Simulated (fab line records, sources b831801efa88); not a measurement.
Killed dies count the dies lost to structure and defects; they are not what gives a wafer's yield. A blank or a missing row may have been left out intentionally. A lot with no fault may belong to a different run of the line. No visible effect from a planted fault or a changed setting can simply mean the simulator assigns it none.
Which tool did it?	flow gf180mcu	12 lots, 36 wafers sampled, at 6 steps of a route of 602

WHAT EACH GAUGE READ, for each wafer
GF_STI_THK_MEAS_24.
lot	measured	on	STI_CVD_23_THK (nm)
L592	day 2 03:50	film_metro-04	670 675 676
L593	day 2 10:08	film_metro-04	680 667 658
L597	day 3 06:20	film_metro-01	675 670 667
L600	day 3 22:28	film_metro-01	667 669 681
L602	day 4 08:02	film_metro-02	672 659 667
L603	day 4 13:34	film_metro-01	667 669 669
L605	day 4 22:37	film_metro-02	673 678 681
L607	day 5 08:55	film_metro-02	668 661 654
L608	day 5 13:13	film_metro-04	681 672 672
L609	day 5 18:52	film_metro-02	682 668 682
L610	day 6 00:19	film_metro-04	661 671 660
L611	day 6 06:24	film_metro-04	674 666 676

GF_MVSD_OVL_MEAS_07.
lot	measured	on	MVSD_OVL (nm)
L592	day 4 11:58	overlay-01	1.1 1.6 -0.1
L593	day 4 17:50	overlay-01	0.9 2.0 1.7
L597	day 5 17:52	overlay-02	-0.8 -1.0 0.1
L600	day 6 10:04	overlay-01	-0.1 1.9 2.6
L602	day 6 21:41	overlay-02	-0.2 1.3 0.2
L603	day 7 02:52	overlay-01	1.2 2.0 0.6
L605	day 7 13:13	overlay-01	1.9 1.4 1.4
L607	day 8 02:56	overlay-01	-1.5 -0.5 -0.7
L608	day 8 06:19	overlay-02	-1.2 0.2 -1.1
L609	day 8 13:25	overlay-01	-1.4 -1.0 -1.4
L610	day 8 19:43	overlay-02	1.8 0.9 1.0
L611	day 9 03:01	overlay-02	0.5 -0.3 -0.8

GF_VT_IMPLANT_TW_MEAS_21.
lot	measured	on	VT_IMPLANT_2_TW
L592	day 6 08:10	film_metro-01	1221 1216 1218
L593	day 6 14:29	film_metro-04	1209 1210 1215
L597	day 7 16:44	film_metro-04	1215 1208 1211
L600	day 8 11:11	film_metro-03	1207 1217 1215
L602	day 8 23:58	film_metro-01	1224 1222 1224
L603	day 9 06:10	film_metro-01	1214 1216 1227
L605	day 9 15:26	film_metro-04	1218 1221 1211
L607	day 10 08:03	film_metro-01	1222 1236 1218
L608	day 10 11:29	film_metro-04	30 30 30
L609	day 10 19:04	film_metro-01	30 30 30
L610	day 11 01:38	film_metro-01	1210 1211 1216
L611	day 11 09:02	film_metro-01	1216 1217 1220

GF_VT_IMPLANT_OVL_MEAS_40.
lot	measured	on	VT_IMPLANT_03_OVL (nm)
L592	day 7 13:55	overlay-02	-0.9 -0.6 -1.4
L593	day 7 21:16	overlay-02	1.0 0.0 -0.7
L597	day 9 02:22	overlay-01	1.7 1.2 0.0
L600	day 9 21:16	overlay-02	-0.5 -0.2 -1.1
L602	day 10 10:34	overlay-01	1.3 0.3 -0.8
L603	day 10 16:47	overlay-01	0.7 0.1 -0.1
L605	day 11 03:07	overlay-02	-1.0 -1.0 -2.4
L607	day 11 20:19	overlay-01	0.8 2.6 2.6
L608	day 12 00:43	overlay-02	-3.8 -1.8 -0.3
L609	day 12 09:18	overlay-02	-1.1 -2.6 0.0
L610	day 12 15:07	overlay-01	-1.3 -0.2 -1.1
L611	day 13 00:09	overlay-01	-0.1 0.9 1.0

WHICH TOOL RAN EACH LOT (tool, then ch and the chambers of the sampled wafers, then the start)
lot	GF_VT_IMPLANT_STRIP_09	GF_VT_IMPLANT_STRIP_20
L592	plasma_asher-04 ch 0,1, day 5 17:22	plasma_asher-03 ch 0,1, day 6 08:04
L593	plasma_asher-03 ch 0,1, day 5 23:37	plasma_asher-04 ch 0,1, day 6 14:23
L597	plasma_asher-01 ch 0,1, day 7 00:43	plasma_asher-03 ch 0,1, day 7 16:38
L600	plasma_asher-03 ch 0,1, day 7 17:49	plasma_asher-04 ch 0,1, day 8 11:05
L602	plasma_asher-03 ch 0,1, day 8 06:02	plasma_asher-03 ch 0,1, day 8 23:53
L603	plasma_asher-03 ch 0,1, day 8 12:44	plasma_asher-04 ch 0,1, day 9 06:04
L605	plasma_asher-01 ch 0,1, day 8 23:13	plasma_asher-03 ch 0,1, day 9 15:17
L607	plasma_asher-01 ch 0,1, day 9 13:38	plasma_asher-04 ch 0,1, day 10 07:56
L608	plasma_asher-03 ch 1, day 9 17:34	plasma_asher-03 ch 0,1, day 10 11:23
L609	plasma_asher-03 ch 0,1, day 10 00:32	plasma_asher-01 ch 0,1, day 10 18:56
L610	plasma_asher-01 ch 0,1, day 10 07:41	plasma_asher-01 ch 0,1, day 11 01:32
L611	plasma_asher-04 ch 0,1, day 10 14:53	plasma_asher-04 ch 0,1, day 11 08:56
- GF_VT_IMPLANT_STRIP_09: strips in O2/N2.
- GF_VT_IMPLANT_STRIP_20: strips in O2/N2.

AS READ BY THE TOOLS THEMSELVES (means over the sampled wafers that have a number; for cases with no such wafer, the mark the record gives instead)
GF_VT_IMPLANT_STRIP_09.
lot	tool	chamber_pressure_mTorr (mTorr)	drypump_motor_current_A (A)	heater_power_w (W)	oes_product_au (a.u.)	strip_time_to_endpoint_s (s)
L592	plasma_asher-04	1500.0	6.08	423	0.717	12.596
L593	plasma_asher-03	1499.3	6.42	305	0.717	12.683
L597	plasma_asher-01	1499.3	5.82	320	0.712	12.618
L600	plasma_asher-03	1501.4	6.27	305	0.719	12.611
L602	plasma_asher-03	1501.5	6.30	303	0.716	12.613
L603	plasma_asher-03	1498.2	6.30	305	0.710	12.616
L605	plasma_asher-01	1500.0	5.83	316	0.714	12.620
L607	plasma_asher-01	1500.4	6.05	317	0.713	12.607
L608	plasma_asher-03	-	-	-	-	-
L609	plasma_asher-03	-	-	-	-	-
L610	plasma_asher-01	1501.5	6.07	316	0.718	12.613
L611	plasma_asher-04	1500.8	6.06	428	0.712	12.655

GF_VT_IMPLANT_STRIP_20.
lot	tool	chamber_pressure_mTorr (mTorr)	drypump_motor_current_A (A)	heater_power_w (W)	oes_product_au (a.u.)	strip_time_to_endpoint_s (s)
L592	plasma_asher-03	1500.0	6.42	307	0.713	12.63
L593	plasma_asher-04	1500.8	6.06	434	0.716	12.58
L597	plasma_asher-03	1500.4	6.42	304	0.714	12.64
L600	plasma_asher-04	1500.8	6.08	429	0.716	12.69
L602	plasma_asher-03	1500.2	6.42	306	0.719	12.67
L603	plasma_asher-04	1501.7	6.08	425	0.718	12.65
L605	plasma_asher-03	1500.9	6.42	309	0.719	12.61
L607	plasma_asher-04	1499.1	6.08	432	0.714	12.65
L608	plasma_asher-03	1501.7	6.41	302	0.716	27.57
L609	plasma_asher-01	1500.8	5.83	318	0.718	27.59
L610	plasma_asher-01	1500.0	5.82	320	0.717	12.65
L611	plasma_asher-04	1497.9	6.17	391	0.724	12.57

THE ANSWER, worked out from the rows above alone
Rule: usual is defined by the lots themselves. The widest of any qualifying gaps counts: lots, ordered by their means at a reading, are off when they make up no more than a third of the lots, leave a main group of 4 or more, and stand apart from it by 3 or more times the standard deviation of that group's means. If all means in a main group match to the digits the tables above print for the reading, that group is not used. A lot without any number at a reading at which 4 lots or more have one is off too. All remaining lots with rows at the step are treated as sound. After the gauges, taken in route order, come the tools' own readings; for these a lot's mean is taken, as printed above. At the first step where some lot is off, the reading lying furthest off is the one used; lots without a number count as furthest.
Off: at GF_VT_IMPLANT_TW_MEAS_21 (VT_IMPLANT_2_TW), L608, L609. Mean 1217 and standard deviation 4.7 in the main group.
If a tool, at a process step before that reading, ran all the lots that are off and no sound lot after the first of them, it fits. The gauges at GF_VT_IMPLANT_TW_MEAS_21 aren't tried: what is off there is off at GF_VT_IMPLANT_STRIP_09 too, on other tools, and a gauge's error can't cause that. One fits: plasma_asher-03 at GF_VT_IMPLANT_STRIP_09. Its last sound lot is L603 (day 8 12:44), its first lot that is off L608 (day 9 17:34): a fault that began between those two fits.
Blank at GF_VT_IMPLANT_STRIP_09 on the lots that are off, where sound lots have numbers: chamber_pressure_mTorr, drypump_motor_current_A, heater_power_w, oes_product_au, strip_time_to_endpoint_s.

WHAT THE SIMULATOR HAD PUT IN
At GF_VT_IMPLANT_STRIP_09, the step was skipped entirely on plasma_asher-03 from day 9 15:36 on. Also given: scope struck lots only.
Shown lots that were struck: L608, L609. Same finding as the rule above.
